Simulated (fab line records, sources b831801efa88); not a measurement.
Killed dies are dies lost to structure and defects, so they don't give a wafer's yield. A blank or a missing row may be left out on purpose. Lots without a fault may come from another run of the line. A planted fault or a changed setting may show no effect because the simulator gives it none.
Problem report in the 8D (eight disciplines) form, filled by code | flow gf180mcu | the parts of the form that need people (team, actions taken, sign-off) are left out

1. THE PROBLEM
STI_OXIDATION_02_THK at GF_STI_THK_MEAS_30 reads a mean of 14.84 nm on 6 wafers of 2 lots; wafers without a fault read 10.09 nm with a standard deviation of 0.19. That is +25 standard deviations from the usual mean.
First seen on wafer L854.2, day 3 16:47, on film_metro-02. The record holds 33 wafers of 11 lots with a number at this step. Rule for "out", or "out of limits": more than 4 standard deviations from the usual mean. The other wafers with a number count as sound.

2. WHAT IT IS AND WHAT IT IS NOT
question                    | is                     | is not
which readings at this step | STI_OXIDATION_02_THK   | -
which lots                  | L854, L857             | L848, L849, L850, L851, L855, L868, L869, L870, L871
which wafers of those lots  | all that have a number | -
read on which gauges        | film_metro-02          | film_metro-01, film_metro-04
when                        | from day 3 16:47       | up to then (12 sound wafers); but 15 sound wafers of L855, L868, L869, L870, L871 came after

3. SUSPECTS, AND WHAT RULES EACH OUT
Counting: a tool at a process step up to the reading stays a suspect if it ran every lot that is out and no sound lot after the first of them.
- the gauge at GF_STI_THK_MEAS_30: ruled out. All the wafers that are out were read on film_metro-02, but those of them that GF_STI_OXIDATION_29 has rows for are out there too, on other tools.
- furnace-01 at GF_STI_OXIDATION_29 (stabilise 600 s, purge 300 s, target thk 10 nm): ruled out as a lasting fault. Sound lots L868, L870 ran on it after its first lot that is out, L854 (day 3 15:23).
Left after counting: nothing in the record.

4. THE CAUSE (what the simulator had put in)
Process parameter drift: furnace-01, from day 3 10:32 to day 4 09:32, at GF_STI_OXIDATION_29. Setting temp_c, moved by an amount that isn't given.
Counting ruled it out, wrongly: the rule takes a fault to strike every lot that its tool runs from its start on, and this one did not.

5. THE CHAIN OF EFFECTS, in route order
Each row: a reading whose mean over the struck wafers that have a number lies more than 3 standard deviations from the usual. Only readings for which the record gives a usual standard deviation are gone through. hours: the time from each lot's start at the first step in this table that gives one to its start at this step, as a median over the lots. sigmas: the change in usual standard deviations.
hours | step                | reading              | usual    | on struck wafers | change | sigmas
0     | GF_STI_OXIDATION_29 | spike_tc_bottom_C    | 921 C    | 962              | +41    | +6.8
0     | GF_STI_OXIDATION_29 | spike_tc_centre_C    | 900.5 C  | 938.2            | +37.7  | +34
0     | GF_STI_OXIDATION_29 | spike_tc_lower_C     | 899.5 C  | 935.4            | +35.9  | +24
0     | GF_STI_OXIDATION_29 | spike_tc_top_C       | 908.1 C  | 944.1            | +36.0  | +19
0     | GF_STI_OXIDATION_29 | spike_tc_upper_C     | 900.6 C  | 937.3            | +36.7  | +40
0     | GF_STI_OXIDATION_29 | zone_power_top_pct   | 33.7 %   | 36.8             | +3.1   | +3.4
0     | GF_STI_OXIDATION_29 | zone_power_upper_pct | 17.4 %   | 19.5             | +2.1   | +4.9
1     | GF_STI_THK_MEAS_30  | STI_OXIDATION_02_THK | 10.09 nm | 14.84            | +4.75  | +25
The process steps in it:
- GF_STI_OXIDATION_29: stabilise 600 s, purge 300 s, target thk 10 nm.

6. WHAT WOULD HAVE CAUGHT IT SOONER
In this record the first reading out of limits at a measuring or inspecting step was taken at day 3 16:47, 6 hours after the fault began at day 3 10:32.
The tool's own readings at GF_STI_OXIDATION_29 were out on every struck wafer that the step has a row for (spike_tc_bottom_C, spike_tc_centre_C, spike_tc_lower_C, spike_tc_top_C, spike_tc_upper_C, zone_power_upper_pct): an alarm limit on them would have fired on the first of those.
